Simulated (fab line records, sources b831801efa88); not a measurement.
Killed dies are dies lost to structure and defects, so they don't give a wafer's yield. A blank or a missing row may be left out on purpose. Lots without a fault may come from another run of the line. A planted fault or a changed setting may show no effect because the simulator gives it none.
fab line records | flow sky130
record lots=5 wafers=15 last_day=49
route steps=708 shown VIA4@655 METAL5@661 PASSIVATION@681
lots that met no fault: from a run of the same line without faults
start_h: hours from the record's first day to the start of the lot's first wafer shown | wait_h: hours since the lot's step before | " the same as in the row above | L1.1+2: a row that stands for several wafers | - no value, or no start given | * or withheld: withheld | < > ~ a bound
route shown NAME@n: a module of which the file shows steps, and the number in the route of the first | usual: mean/standard deviation of fault-free wafers | same: alike in all rows | chamber/n: place in a boat | sites: the reading at each site | _std_site: their standard deviation | _edge_site: outer sites' mean less inner sites' | radius_mm: how far each site lies from the wafer's centre | mask NAME#n: copy n | behind: the tool/chamber that last shaped the wafer | hold: why the lot was held/for how many hours/how that ended | device: the transistor (n, p or np) that didn't switch | end of line: the same wafers' tests at the end of the route | a step without rows: its recipe alone | killed: dies lost to structure and defects at the first sort, not the wafer's yield | map: a wafer's dies, x killed, . not, _ none there
set.NAME: the setting as run; set.NAME@STEP: as run at that earlier step | model.NAME: the simulator's own value behind a step, which no gauge read
lots at some steps of the route; a table a step, a row a wafer
services: from which hour (start_h, from the record's first day; less than 0 if before it) a tool's chamber was out of use, for how many hours, and why
## steps
# step SKY_VIA4_CLEAN_16
# recipe chemistry=O3/DIW dry=n2_spin
# columns lot.wafer tool chamber start_h wait_h
L078.1+3+5 wet_bench-01 3 1031.88 0.0
L080.3+5+6 wet_bench-01 3 1048.06 0.0
L082.2+3+4 wet_bench-03 3 1056.30 0.0
L088.2+5+6 wet_bench-03 1 1103.54 0.0
L092.2+4+6 wet_bench-01 0 1120.65 0.0
# step SKY_VIA4_SPUTTER_17
# recipe material=TiN target_thk_nm=20 chamber_pressure_pa=5 power_w=4000 time_s=80
# usual cathode_dc_power_W=4000.1/0.75 throttle_valve_pct=30.1/0.92
# columns lot.wafer tool chamber start_h wait_h cathode_dc_power_W throttle_valve_pct
L078.1 pvd_sputter-03 - 1031.97 0.0 4000.5 30.1
L078.3 " - " " 4000.0 30.5
L078.5 " - " " 3998.9 30.5
L080.3 pvd_sputter-04 - 1048.15 0.0 3999.9 30.5
L080.5 " - " " 4000.9 30.6
L080.6 " - " " 4000.4 30.5
L082.2 pvd_sputter-03 - 1056.39 0.0 4000.3 30.2
L082.3 " - " " 3999.0 30.7
L082.4 " - " " 3998.6 30.5
L088.2 pvd_sputter-04 - 1103.63 0.0 4000.0 30.5
L088.5 " - " " 3999.2 29.7
L088.6 " - " " 4000.0 30.6
L092.2 pvd_sputter-02 - 1120.75 0.0 3998.6 28.4
L092.4 " - " " 3999.1 30.5
L092.6 " - " " 4000.1 27.7
# step SKY_VIA4_CVD_18
# recipe material=W target_thk_nm=505 time_s=152.14 temp_c=400 pressure_torr=40
# usual heater_power_w=883/60
# columns lot.wafer tool chamber start_h wait_h heater_power_w
L078.1 cvd_w-02 1 1032.04 0.0 859
L078.3 " 1 " " 849
L078.5 " 0 " " 897
L080.3 cvd_w-01 1 1048.26 0.1 966
L080.5 " 0 " " 831
L080.6 " 1 " " 965
L082.2 cvd_w-02 0 1056.46 0.0 911
L082.3 " 1 " " 849
L082.4 " 0 " " 904
L088.2 cvd_w-01 0 1103.69 0.0 824
L088.5 " 0 " " 799
L088.6 " 1 " " 987
L092.2 cvd_w-01 1 1120.81 0.0 995
L092.4 " 0 " " 814
L092.6 " 0 " " 794
# step SKY_VIA4_RS_MEAS_19
# recipe thk_meas_gauge=four-point-probe reads=W_of_VIA4_CVD_18+TiN_of_VIA4_SPUTTER_17
# usual VIA4_W_RS=0.224/0.0041
# columns lot.wafer tool chamber start_h wait_h VIA4_W_RS[ohm/sq]
L078.1 film_metro-03 - 1032.19 0.1 0.225
L078.3 " - " " 0.229
L078.5 " - " " 0.220
L080.3 film_metro-03 - 1048.40 0.1 0.220
L080.5 " - " " 0.230
L080.6 " - " " 0.218
L082.2 film_metro-04 - 1056.63 0.1 0.223
L082.3 " - " " 0.226
L082.4 " - " " 0.222
L088.2 film_metro-03 - 1103.86 0.1 0.230
L088.5 " - " " 0.228
L088.6 " - " " 0.219
L092.2 film_metro-04 - 1120.98 0.1 0.222
L092.4 " - " " 0.233
L092.6 " - " " 0.233
# step SKY_VIA4_THK_MEAS_20
# recipe thk_meas_gauge=xrf reads=W_of_VIA4_CVD_18
# usual VIA4_W_THK=519/10
# columns lot.wafer tool chamber start_h wait_h VIA4_W_THK[nm]
L078.1 film_metro-03 - 1032.31 0.1 516
L078.3 " - " " 510
L078.5 " - " " 527
L080.3 film_metro-03 - 1048.50 0.1 530
L080.5 " - " " 505
L080.6 " - " " 537
L082.2 film_metro-04 - 1056.74 0.1 524
L082.3 " - " " 519
L082.4 " - " " 525
L088.2 film_metro-03 - 1103.97 0.1 501
L088.5 " - " " 510
L088.6 " - " " 533
L092.2 film_metro-04 - 1121.09 0.1 517
L092.4 " - " " 493
L092.6 " - " " 495
# step SKY_VIA4_CMP_21
# recipe stop_on=SiO2 t_overpolish_s=25 down_force_psi=3.5 platen_rpm=60 target_thk_nm=0 pad_velocity_m_s=0.94248
# usual edge_zone_pressure_frac=1.000/0.0054 head_pressure_psi=3.500/0.0077 motor_current_A=12.0/1.1 overpolish_run_s=25.000/0.0087 slurry_filter_dp_kPa=13.52/0.14 time_to_endpoint_s=126/4.2
# columns lot.wafer tool chamber start_h wait_h edge_zone_pressure_frac head_pressure_psi motor_current_A overpolish_run_s slurry_filter_dp_kPa time_to_endpoint_s
L078.3 cmp-01 1 1032.37 0.0 1.010 3.491 11.9 25.010 13.57 119
L078.1 " 0 " " 0.996 3.509 11.1 25.003 13.66 123
L078.5 " 2 " " 1.002 3.496 12.3 25.004 13.62 125
L080.3 cmp-01 3 1048.93 0.4 1.004 3.503 10.1 24.991 13.32 123
L080.5 " 1 " " 1.005 3.507 11.7 24.975 13.65 120
L080.6 " 2 " " 1.002 3.496 13.3 25.014 13.72 126
L082.3 cmp-01 3 1057.37 0.6 1.010 3.492 10.0 25.000 13.57 114
L082.2 " 0 " " 0.999 3.486 10.8 25.001 13.57 119
L082.4 " 1 " " 1.000 3.497 11.1 25.001 13.55 123
L088.2 cmp-01 2 1104.17 0.2 1.003 3.513 13.2 24.980 13.71 126
L088.5 " 3 " " 1.008 3.495 9.6 25.003 13.42 126
L088.6 " 0 " " 0.997 3.495 11.1 24.989 13.62 131
L092.2 cmp-02 3 1121.29 0.2 1.001 3.510 13.0 24.995 13.62 124
L092.4 " 1 " " 1.004 3.503 12.2 25.002 13.60 122
L092.6 " 2 " " 0.995 3.504 13.3 25.002 13.54 122
# step SKY_METAL5_SPUTTER_00
# recipe material=Ti target_thk_nm=15 power_w=3000 time_s=10 chamber_pressure_pa=0.4
# usual cathode_dc_power_W=3000.0/0.51 throttle_valve_pct=30.0/0.84
# columns lot.wafer tool chamber start_h wait_h cathode_dc_power_W throttle_valve_pct
L078.1 pvd_sputter-04 - 1032.67 0.1 2999.6 30.5
L078.3 " - " " 3000.0 30.6
L078.5 " - " " 2999.7 30.6
L080.3 pvd_sputter-04 - 1049.13 0.1 3000.3 29.5
L080.5 " - " " 2999.6 30.5
L080.6 " - " " 3000.9 30.3
L082.2 pvd_sputter-04 - 1057.62 0.1 2999.9 30.8
L082.3 " - " " 2999.5 29.5
L082.4 " - " " 2999.8 30.7
L088.2 pvd_sputter-01 - 1104.32 0.1 2999.7 29.8
L088.5 " - " " 3001.1 30.3
L088.6 " - " " 3000.0 29.9
L092.2 pvd_sputter-01 - 1121.54 0.2 3000.6 30.0
L092.4 " - " " 3000.4 30.3
L092.6 " - " " 2999.3 29.8
# step SKY_METAL5_SPUTTER_01
# recipe material=TiN target_thk_nm=20 power_w=6500 time_s=16.7 chamber_pressure_pa=0.4
# usual cathode_dc_power_W=6499.9/1.3 throttle_valve_pct=29.9/0.86
# columns lot.wafer tool chamber start_h wait_h cathode_dc_power_W throttle_valve_pct
L078.1 pvd_sputter-04 - 1032.69 0.0 6496.8 30.7
L078.3 " - " " 6500.7 30.4
L078.5 " - " " 6499.9 30.6
L080.3 pvd_sputter-04 - 1049.15 0.0 6501.8 29.9
L080.5 " - " " 6499.8 30.5
L080.6 " - " " 6495.5 30.5
L082.2 pvd_sputter-04 - 1057.64 0.0 6501.8 30.8
L082.3 " - " " 6500.4 29.6
L082.4 " - " " 6500.1 30.8
L088.2 pvd_sputter-01 - 1104.35 0.0 6502.0 30.0
L088.5 " - " " 6498.8 30.2
L088.6 " - " " 6499.0 30.0
L092.2 pvd_sputter-01 - 1121.56 0.0 6499.3 29.5
L092.4 " - " " 6498.0 30.0
L092.6 " - " " 6500.1 29.9
# step SKY_METAL5_SPUTTER_02
# recipe material=AlCu target_thk_nm=1150 power_w=10600 time_s=61.2 chamber_pressure_pa=0.4
# usual cathode_dc_power_W=10600/1.9 throttle_valve_pct=29.9/0.86
# columns lot.wafer tool chamber start_h wait_h cathode_dc_power_W throttle_valve_pct
L078.1 pvd_sputter-04 - 1032.72 0.0 10601 30.6
L078.3 " - " " 10600 30.6
L078.5 " - " " 10597 30.5
L080.3 pvd_sputter-04 - 1049.17 0.0 10600 29.7
L080.5 " - " " 10603 30.8
L080.6 " - " " 10598 30.7
L082.2 pvd_sputter-04 - 1057.66 0.0 10599 30.5
L082.3 " - " " 10600 29.8
L082.4 " - " " 10599 30.6
L088.2 pvd_sputter-01 - 1104.37 0.0 10601 29.6
L088.5 " - " " 10598 30.3
L088.6 " - " " 10596 29.8
L092.2 pvd_sputter-01 - 1121.59 0.0 10601 30.1
L092.4 " - " " 10598 30.4
L092.6 " - " " 10601 29.7
# step SKY_METAL5_SPUTTER_03
# recipe material=Ti target_thk_nm=5 power_w=3000 time_s=3.3 chamber_pressure_pa=0.4
# usual cathode_dc_power_W=3000.0/0.59 throttle_valve_pct=30.0/0.86
# columns lot.wafer tool chamber start_h wait_h cathode_dc_power_W throttle_valve_pct
L078.1 pvd_sputter-04 - 1032.77 0.0 3000.0 30.3
L078.3 " - " " 3001.3 30.9
L078.5 " - " " 3000.8 30.6
L080.3 pvd_sputter-04 - 1049.22 0.0 3000.2 29.5
L080.5 " - " " 3001.3 30.6
L080.6 " - " " 3000.6 30.6
L082.2 pvd_sputter-04 - 1057.71 0.0 2999.9 30.3
L082.3 " - " " 3000.1 29.6
L082.4 " - " " 2999.1 30.6
L088.2 pvd_sputter-01 - 1104.42 0.0 3000.8 29.6
L088.5 " - " " 2999.8 30.2
L088.6 " - " " 2999.6 29.8
L092.2 pvd_sputter-01 - 1121.64 0.0 2999.7 29.7
L092.4 " - " " 3000.4 30.4
L092.6 " - " " 2999.7 29.7
# step SKY_METAL5_SPUTTER_04
# recipe material=TiN target_thk_nm=70 power_w=6500 time_s=58.3 chamber_pressure_pa=0.4
# usual cathode_dc_power_W=6499.9/1.2 throttle_valve_pct=29.9/0.83
# columns lot.wafer tool chamber start_h wait_h cathode_dc_power_W throttle_valve_pct
L078.1 pvd_sputter-04 - 1032.78 0.0 6500.7 30.3
L078.3 " - " " 6501.3 30.9
L078.5 " - " " 6499.7 30.7
L080.3 pvd_sputter-04 - 1049.24 0.0 6499.6 29.9
L080.5 " - " " 6499.8 30.5
L080.6 " - " " 6498.9 30.6
L082.2 pvd_sputter-04 - 1057.73 0.0 6501.8 30.5
L082.3 " - " " 6499.4 29.9
L082.4 " - " " 6499.6 31.0
L088.2 pvd_sputter-01 - 1104.44 0.0 6499.8 29.8
L088.5 " - " " 6498.3 30.0
L088.6 " - " " 6501.9 29.8
L092.2 pvd_sputter-01 - 1121.66 0.0 6500.9 29.7
L092.4 " - " " 6499.7 30.3
L092.6 " - " " 6498.6 29.8
# step SKY_METAL5_RS_MEAS_05
# recipe thk_meas_gauge=four-point-probe reads=TiN_of_METAL5_SPUTTER_04+Ti_of_METAL5_SPUTTER_03+AlCu_of_METAL5_SPUTTER_02+TiN_of_METAL5_SPUTTER_01+Ti_of_METAL5_SPUTTER_00
# usual METAL5_ALCU_RS=0.027/0.00029
# columns lot.wafer tool chamber start_h wait_h METAL5_ALCU_RS[ohm/sq]
L078.1 film_metro-02 - 1032.83 0.0 0.02661
L078.3 " - " " 0.02721
L078.5 " - " " 0.02661
L080.3 film_metro-02 - 1049.33 0.1 0.02724
L080.5 " - " " 0.02757
L080.6 " - " " 0.02702
L082.2 film_metro-04 - 1057.80 0.0 0.02683
L082.3 " - " " 0.02713
L082.4 " - " " 0.02728
L088.2 film_metro-02 - 1104.51 0.0 0.02682
L088.5 " - " " 0.02713
L088.6 " - " " 0.0269
L092.2 film_metro-02 - 1121.73 0.0 0.02752
L092.4 " - " " 0.02742
L092.6 " - " " 0.02728
# step SKY_METAL5_THK_MEAS_06
# recipe thk_meas_gauge=xrf reads=AlCu_of_METAL5_SPUTTER_02
# usual METAL5_ALCU_THK=1162/14
# columns lot.wafer tool chamber start_h wait_h METAL5_ALCU_THK[nm]
L078.1 film_metro-02 - 1032.95 0.1 1182
L078.3 " - " " 1146
L078.5 " - " " 1183
L080.3 film_metro-02 - 1049.43 0.1 1154
L080.5 " - " " 1135
L080.6 " - " " 1165
L082.2 film_metro-04 - 1057.91 0.1 1177
L082.3 " - " " 1165
L082.4 " - " " 1154
L088.2 film_metro-02 - 1104.62 0.1 1180
L088.5 " - " " 1160
L088.6 " - " " 1168
L092.2 film_metro-02 - 1121.84 0.1 1149
L092.4 " - " " 1149
L092.6 " - " " 1153
# step SKY_METAL5_DEHYDRATE_07
# recipe temp_c=200 time_s=60
# usual plate_temp_C=199.99/0.15
# columns lot.wafer tool chamber start_h wait_h plate_temp_C
L078.1 litho_track-03 0 1043.64 10.7 199.95
L078.3 " 0 " " 199.90
L078.5 " 0 " " 199.89
L080.3 litho_track-03 0 1059.19 9.8 199.89
L080.5 " 0 " " 200.04
L080.6 " 0 " " 199.88
L082.2 litho_track-02 0 1068.23 10.3 199.77
L082.3 " 0 " " 199.79
L082.4 " 0 " " 199.65
L088.2 litho_track-03 0 1114.12 9.5 200.03
L088.5 " 0 " " 199.87
L088.6 " 0 " " 199.92
L092.2 litho_track-02 0 1130.73 8.9 200.05
L092.4 " 0 " " 200.08
L092.6 " 0 " " 199.81
# step SKY_METAL5_HMDS_08
# recipe prime_time_s=60 prime_temp_c=120
# columns lot.wafer tool chamber start_h wait_h
L078.1+3+5 litho_track-03 0 1043.79 0.1
L080.3+5+6 litho_track-03 0 1059.34 0.1
L082.2+3+4 litho_track-02 0 1068.38 0.1
L088.2+5+6 litho_track-03 0 1114.27 0.1
L092.2+4+6 litho_track-02 0 1130.88 0.1
# step SKY_METAL5_COAT_09
# recipe resist=NOVOLAK spin_rpm=3000 resist_thk_nm=1800
# columns lot.wafer tool chamber start_h wait_h
L078.1+3+5 litho_track-03 0 1043.94 0.1
L080.3+5+6 litho_track-03 0 1059.49 0.1
L082.2+3+4 litho_track-02 0 1068.53 0.1
L088.2+5+6 litho_track-03 0 1114.42 0.1
L092.2+4+6 litho_track-02 0 1131.03 0.1
# step SKY_METAL5_SOFTBAKE_10
# recipe temp_c=90 time_s=60 resist=NOVOLAK
# usual plate_temp_C=90.01/0.13
# columns lot.wafer tool chamber start_h wait_h plate_temp_C
L078.1 litho_track-03 0 1044.09 0.1 90.17
L078.3 " 0 " " 90.07
L078.5 " 0 " " 90.06
L080.3 litho_track-03 0 1059.64 0.1 90.03
L080.5 " 0 " " 90.05
L080.6 " 0 " " 90.03
L082.2 litho_track-02 0 1068.68 0.1 89.98
L082.3 " 0 " " 90.17
L082.4 " 0 " " 89.87
L088.2 litho_track-03 0 1114.57 0.1 90.06
L088.5 " 0 " " 89.86
L088.6 " 0 " " 89.95
L092.2 litho_track-02 0 1131.18 0.1 90.37
L092.4 " 0 " " 90.11
L092.6 " 0 " " 90.15
# step SKY_METAL5_EXPOSE_11
# recipe mask_id=MM5 na=0.6 source_shape=conventional sigma_outer=0.6 polarization=unpolarized target_cd_nm=1600 dose_mj=190
# usual focus_offset_nm=0.0/0.52
# columns lot.wafer tool chamber start_h wait_h mask focus_offset_nm
L078.1 iline_stepper-01 0 - - MM5#0 0.5
L078.3 " 0 " " MM5#0 1.0
L078.5 " 0 " " MM5#0 0.3
L080.3 iline_stepper-02 0 - - MM5#0 0.8
L080.5 " 0 " " MM5#0 0.0
L080.6 " 0 " " MM5#0 -0.3
L082.2 iline_stepper-01 0 - - MM5#0 0.5
L082.3 " 0 " " MM5#0 -0.6
L082.4 " 0 " " MM5#0 -0.6
L088.2 iline_stepper-01 0 - - MM5#0 0.6
L088.5 " 0 " " MM5#0 0.1
L088.6 " 0 " " MM5#0 0.0
L092.2 iline_stepper-01 0 - - MM5#0 -0.2
L092.4 " 0 " " MM5#0 0.6
L092.6 " 0 " " MM5#0 0.0
# step SKY_METAL5_PEB_12
# recipe temp_c=withheld time_s=* resist=NOVOLAK
# columns lot.wafer tool chamber start_h wait_h
L078.1+3+5 litho_track-03 0 - -
L080.3+5+6 litho_track-04 0 - -
L082.2+3+4 litho_track-04 0 - -
L088.2+5+6 litho_track-02 0 - -
L092.2+4+6 litho_track-02 0 - -
# step SKY_METAL5_DEVELOP_13
# recipe resist=NOVOLAK developer=TMAH develop_time_s=60 dev_temp_c=23
# columns lot.wafer tool chamber start_h wait_h
L078.1+3+5 litho_track-03 0 1054.59 0.1
L080.3+5+6 litho_track-04 0 1070.46 0.1
L082.2+3+4 litho_track-04 0 1078.48 0.1
L088.2+5+6 litho_track-02 0 1123.73 0.1
L092.2+4+6 litho_track-02 0 1140.03 0.1
# step SKY_METAL5_DESCUM_14
# recipe chemistry=O2 source_power_w=150 bias_power_w=0 pressure_mtorr=10 temp_c=40 time_s=11
# usual drypump_motor_current_A=5.6/0.36 oes_product_au=0.999/0.015
# columns lot.wafer tool chamber start_h wait_h drypump_motor_current_A oes_product_au rf_hours_counter_h
L078.1 rie_metal-02 1 1054.74 0.1 5.7 0.998 21
L078.3 " 0 " " 5.8 0.990 -
L078.5 " 1 " " 5.7 0.993 -
L080.3 rie_metal-04 1 1070.57 0.1 5.3 1.028 -
L080.5 " 0 " " 6.4 0.989 -
L080.6 " 1 " " 5.3 1.022 -
L082.2 rie_metal-02 0 1078.61 0.1 5.8 0.990 3
L082.3 " 1 " " 5.7 1.007 -
L082.4 " 0 " " 5.8 0.979 -
L088.2 rie_metal-03 0 1123.86 0.1 5.5 0.977 16
L088.5 " 0 " " 5.5 0.985 -
L088.6 " 1 " " 5.3 1.008 -
L092.2 rie_metal-03 1 1140.16 0.1 5.3 1.016 5
L092.4 " 1 " " 5.3 1.013 -
L092.6 " 1 " " 5.3 1.029 -
# step SKY_METAL5_METAL_ETCH_15
# recipe target_depth_a=12600 stop_on=SiO2 over_etch_frac=0.2 time_s=252 chemistry=Cl2/BCl3 resist_sidewall_deg=86 pressure_mtorr=10 icp_w=900 bias_w=48.5 Cl2_flow_sccm=60 bcl3_flow_sccm=30
# usual drypump_motor_current_A=5.6/0.36 mfc_cl2_sccm=60.01/0.16 oes_product_au=0.894/0.0049 throttle_valve_pct=22.264/0.0093
# columns lot.wafer tool chamber start_h wait_h drypump_motor_current_A mfc_cl2_sccm oes_product_au rf_hours_counter_h throttle_valve_pct
L078.1 rie_metal-02 1 1054.78 0.0 5.7 60.19 0.891 21 22.278
L078.3 " 0 " " 5.8 60.36 0.890 - 22.272
L078.5 " 1 " " 5.7 59.93 0.887 - 22.252
L080.3 rie_metal-04 1 1070.67 0.1 5.3 60.17 0.893 - 22.275
L080.5 " 0 " " 6.4 59.82 0.889 - 22.258
L080.6 " 1 " " 5.3 60.16 0.901 - 22.274
L082.2 rie_metal-02 0 1078.64 0.0 5.8 59.80 0.888 3 22.257
L082.3 " 1 " " 5.7 59.98 0.890 - 22.261
L082.4 " 0 " " 5.8 60.06 0.895 - 22.265
L088.2 rie_metal-03 0 1123.89 0.0 5.5 59.92 0.897 16 22.251
L088.5 " 0 " " 5.5 59.91 0.893 - 22.260
L088.6 " 1 " " 5.3 59.94 0.896 - 22.263
L092.2 rie_metal-03 1 1140.19 0.0 5.3 60.03 0.896 5 22.264
L092.4 " 1 " " 5.3 60.16 0.897 - 22.263
L092.6 " 1 " " 5.3 60.09 0.895 - 22.260
# step SKY_METAL5_STRIP_16
# recipe chemistry=O2/N2 power_w=1400 pressure_mtorr=1500 platen_temp_c=withheld o2_flow_sccm=3000 n2_flow_sccm=300 overash_fraction=0.5
# usual drypump_motor_current_A=6.0/0.62 o2_flow_sccm=2999/9.2 oes_product_au=0.710/0.0052 strip_time_to_endpoint_s=13.07/0.19
# columns lot.wafer tool chamber start_h wait_h drypump_motor_current_A o2_flow_sccm oes_product_au rf_hours_counter_h strip_time_to_endpoint_s
L078.1 plasma_asher-02 0 1055.01 0.2 6.5 3004 0.706 92 13.12
L078.3 " 0 " " 6.6 2990 0.716 - 13.22
L078.5 " 1 " " 4.8 2996 0.713 - 13.21
L080.3 plasma_asher-03 0 1070.86 0.1 6.1 3002 0.716 - 12.77
L080.5 " 0 " " 6.0 3001 0.711 - 13.11
L080.6 " 1 " " 6.3 2990 0.707 - 12.79
L082.2 plasma_asher-02 0 1078.88 0.2 6.5 2994 0.695 94 13.24
L082.3 " 0 " " 6.5 2996 0.712 - 13.19
L082.4 " 1 " " 4.9 3004 0.709 - 13.24
L088.2 plasma_asher-04 0 1124.13 0.2 6.4 3014 0.707 66 13.26
L088.5 " 1 " " 6.4 3011 0.710 - 13.21
L088.6 " 0 " " 6.4 3019 0.715 - 12.84
L092.2 plasma_asher-02 0 1140.43 0.2 6.6 2996 0.710 100 12.81
L092.4 " 0 " " 6.6 2996 0.709 - 12.87
L092.6 " 1 " " 4.9 2998 0.706 - 12.87
# step SKY_METAL5_STRIP_17
# recipe chemistry=post_etch_residue_remover time_s=1200 temp_c=72.5
# columns lot.wafer tool chamber start_h wait_h
L078.1+3+5 wet_bench-02 0 1055.11 0.1
L080.3+5+6 wet_bench-02 3 1070.93 0.0
L082.2+3+4 wet_bench-03 2 1078.98 0.1
L088.2+5+6 wet_bench-04 2 1124.23 0.1
L092.2+4+6 wet_bench-04 1 1140.53 0.1
# step SKY_METAL5_CLEAN_18
# recipe chemistry=IPA time_s=180 temp_c=25
# columns lot.wafer tool chamber start_h wait_h
L078.1+3+5 wet_bench-03 1 1055.49 0.0
L080.3+5+6 wet_bench-03 2 1071.27 0.0
L082.2+3+4 wet_bench-04 0 1079.32 0.0
L088.2+5+6 wet_bench-02 2 1124.60 0.0
L092.2+4+6 wet_bench-02 1 1140.87 0.0
# step SKY_METAL5_CLEAN_19
# recipe chemistry=O3/DIW dry=n2_spin
# columns lot.wafer tool chamber start_h wait_h
L078.1+3+5 wet_bench-02 0 1055.54 0.0
L080.3+5+6 wet_bench-04 0 1071.33 0.0
L082.2+3+4 wet_bench-03 2 1079.38 0.0
L088.2+5+6 wet_bench-03 2 1124.66 0.0
L092.2+4+6 wet_bench-02 2 1140.93 0.0
# step SKY_PASSIVATION_CVD_00
# recipe material=SiO2 target_thk_nm=90 temp_c=400 time_s=withheld rf_w=600
# usual heater_power_w=670/110
# columns lot.wafer tool chamber start_h wait_h heater_power_w
L078.1 pecvd-03 0 1055.64 0.0 770
L078.3 " 1 " " 735
L078.5 " 2 " " 813
L080.3 pecvd-04 0 1071.42 0.0 550
L080.5 " 0 " " 557
L080.6 " 1 " " 572
L082.2 pecvd-01 1 1079.47 0.0 612
L082.3 " 0 " " 869
L082.4 " 1 " " 610
L088.2 pecvd-03 0 1124.76 0.0 725
L088.5 " 1 " " 789
L088.6 " 2 " " 721
L092.2 pecvd-03 0 1141.02 0.0 820
L092.4 " 1 " " 656
L092.6 " 0 " " 671
# step SKY_PASSIVATION_THK_MEAS_01
# recipe reads=SiO2_of_PASSIVATION_CVD_00
# usual PASSIVATION_CVD_00_THK=89.5/1.2
# columns lot.wafer tool chamber start_h wait_h PASSIVATION_CVD_00_THK[nm]
L078.1 film_metro-01 - 1055.67 - 89.1
L078.3 " - " " 88.7
L078.5 " - " " 90.8
L080.3 film_metro-02 - 1071.46 - 88.3
L080.5 " - " " 89.5
L080.6 " - " " 90.2
L082.2 film_metro-02 - 1079.50 - 87.9
L082.3 " - " " 88.5
L082.4 " - " " 89.6
L088.2 film_metro-02 - 1124.79 - 89.6
L088.5 " - " " 90.6
L088.6 " - " " 91.3
L092.2 film_metro-04 - 1141.05 - 88.4
L092.4 " - " " 90.0
L092.6 " - " " 91.0
# step SKY_PASSIVATION_CVD_02
# recipe material=Si3N4 target_thk_nm=540 temp_c=400 time_s=withheld rf_w=450
# usual heater_power_w=710/120
# columns lot.wafer tool chamber start_h wait_h heater_power_w
L078.1 pecvd-04 2 1055.73 0.1 746
L078.3 " 2 " " 620
L078.5 " 1 " " 616
L080.3 pecvd-03 2 1071.50 0.0 828
L080.5 " 1 " " 722
L080.6 " 0 " " 786
L082.2 pecvd-04 1 1079.55 0.0 645
L082.3 " 2 " " 655
L082.4 " 2 " " 693
L088.2 pecvd-04 1 1124.84 0.0 543
L088.5 " 0 " " 599
L088.6 " 2 " " 680
L092.2 pecvd-04 0 1141.10 0.0 616
L092.4 " 2 " " 697
L092.6 " 0 " " 641
# step SKY_PASSIVATION_THK_MEAS_03
# recipe reads=Si3N4_of_PASSIVATION_CVD_02
# usual PASSIVATION_CVD_02_THK=538/7.5
# columns lot.wafer tool chamber start_h wait_h PASSIVATION_CVD_02_THK[nm]
L078.1 film_metro-01 - 1056.06 - 528
L078.3 " - " " 536
L078.5 " - " " 535
L080.3 film_metro-02 - 1071.80 - 547
L080.5 " - " " 547
L080.6 " - " " 548
L082.2 film_metro-02 - 1079.78 - 539
L082.3 " - " " 533
L082.4 " - " " 548
L088.2 film_metro-02 - 1125.07 - 543
L088.5 " - " " 549
L088.6 " - " " 543
L092.2 film_metro-02 - 1141.34 - 536
L092.4 " - " " 546
L092.6 " - " " 545
# step SKY_PASSIVATION_DEHYDRATE_04
# recipe temp_c=200 time_s=60
# usual plate_temp_C=200.02/0.18
# columns lot.wafer tool chamber start_h wait_h plate_temp_C
L078.1 litho_track-01 0 1066.17 10.1 199.94
L078.3 " 0 " " 199.99
L078.5 " 0 " " 200.33
L080.3 litho_track-02 0 1081.76 9.9 200.50
L080.5 " 0 " " 200.24
L080.6 " 0 " " 200.39
L082.2 litho_track-01 0 1089.35 9.6 199.84
L082.3 " 0 " " 199.79
L082.4 " 0 " " 200.03
L088.2 litho_track-01 0 1133.85 8.8 200.10
L088.5 " 0 " " 199.94
L088.6 " 0 " " 200.12
L092.2 litho_track-03 0 1149.87 8.5 200.23
L092.4 " 0 " " 200.03
L092.6 " 0 " " 199.99
# step SKY_PASSIVATION_HMDS_05
# recipe prime_time_s=60 prime_temp_c=120
# columns lot.wafer tool chamber start_h wait_h
L078.1+3+5 litho_track-01 0 1066.32 0.1
L080.3+5+6 litho_track-02 0 1081.91 0.1
L082.2+3+4 litho_track-01 0 1089.50 0.1
L088.2+5+6 litho_track-01 0 1134.00 0.1
L092.2+4+6 litho_track-03 0 1150.02 0.1
# step SKY_PASSIVATION_COAT_06
# recipe spin_rpm=2000 resist_thk_nm=3000
# columns lot.wafer tool chamber start_h wait_h
L078.1+3+5 litho_track-01 0 1066.47 0.1
L080.3+5+6 litho_track-02 0 1082.06 0.1
L082.2+3+4 litho_track-01 0 1089.65 0.1
L088.2+5+6 litho_track-01 0 1134.15 0.1
L092.2+4+6 litho_track-03 0 1150.17 0.1
# step SKY_PASSIVATION_SOFTBAKE_07
# recipe temp_c=110 time_s=withheld
# usual plate_temp_C=109.97/0.12
# columns lot.wafer tool chamber start_h wait_h plate_temp_C
L078.1 litho_track-01 0 1066.62 0.1 109.95
L078.3 " 0 " " 109.95
L078.5 " 0 " " 109.79
L080.3 litho_track-02 0 1082.23 0.1 109.94
L080.5 " 0 " " 110.02
L080.6 " 0 " " 109.99
L082.2 litho_track-01 0 1089.81 0.1 109.92
L082.3 " 0 " " 109.94
L082.4 " 0 " " 110.06
L088.2 litho_track-01 0 1134.31 0.1 110.05
L088.5 " 0 " " 110.04
L088.6 " 0 " " 109.84
L092.2 litho_track-03 0 1150.33 0.1 109.93
L092.4 " 0 " " 109.97
L092.6 " 0 " " 110.07
# step SKY_PASSIVATION_EXPOSE_08
# recipe mask_id=NSM target_cd_nm=3000 na=0.57 dose_mj=260
# usual focus_offset_nm=-0.1/0.48
# columns lot.wafer tool chamber start_h wait_h mask focus_offset_nm
L078.1 iline_stepper-01 0 - - NSM#0 0.1
L078.3 " 0 " " NSM#0 0.3
L078.5 " 0 " " NSM#0 0.7
L080.3 iline_stepper-02 0 - - NSM#0 -0.4
L080.5 " 0 " " NSM#0 0.8
L080.6 " 0 " " NSM#0 -0.2
L082.2 iline_stepper-01 0 - - NSM#0 0.3
L082.3 " 0 " " NSM#0 -0.2
L082.4 " 0 " " NSM#0 0.2
L088.2 iline_stepper-01 0 - - NSM#0 -0.3
L088.5 " 0 " " NSM#0 -0.2
L088.6 " 0 " " NSM#0 -0.5
L092.2 iline_stepper-02 0 - - NSM#0 -0.1
L092.4 " 0 " " NSM#0 -0.2
L092.6 " 0 " " NSM#0 -0.3
## services
# columns tool chamber start_h hours kind
pvd_sputter-02 - 1009.75 8.4 repair
rie_metal-03 - 1010.30 1.4 pm
iline_stepper-01 - 1013.36 1.7 pm
cmp-02 - 1016.92 0.8 repair
rie_metal-04 0 1027.82 21.8 repair
pecvd-03 0 1033.24 4.7 repair
iline_stepper-02 - 1035.37 1.7 pm
cvd_w-02 - 1042.84 2.8 pm
pvd_sputter-01 - 1050.25 10.0 repair
cvd_w-01 - 1056.94 6.9 pm
rie_metal-02 0 1082.62 3.8 repair
cvd_w-01 1 1083.37 14.6 repair
rie_metal-03 1 1090.33 21.4 repair
rie_metal-03 0 1099.41 4.6 repair
iline_stepper-01 - 1105.01 8.1 repair
pvd_sputter-03 - 1105.45 5.4 repair
pecvd-03 - 1109.92 0.5 repair
pecvd-04 1 1113.84 1.9 repair
pecvd-03 - 1117.72 2.1 repair
pecvd-04 - 1132.64 1.4 repair
pvd_sputter-01 - 1136.44 14.5 repair
rie_metal-02 0 1139.08 36.9 repair
rie_metal-02 - 1146.90 4.3 pm
pvd_sputter-04 - 1147.56 4.1 repair
## key
fault none
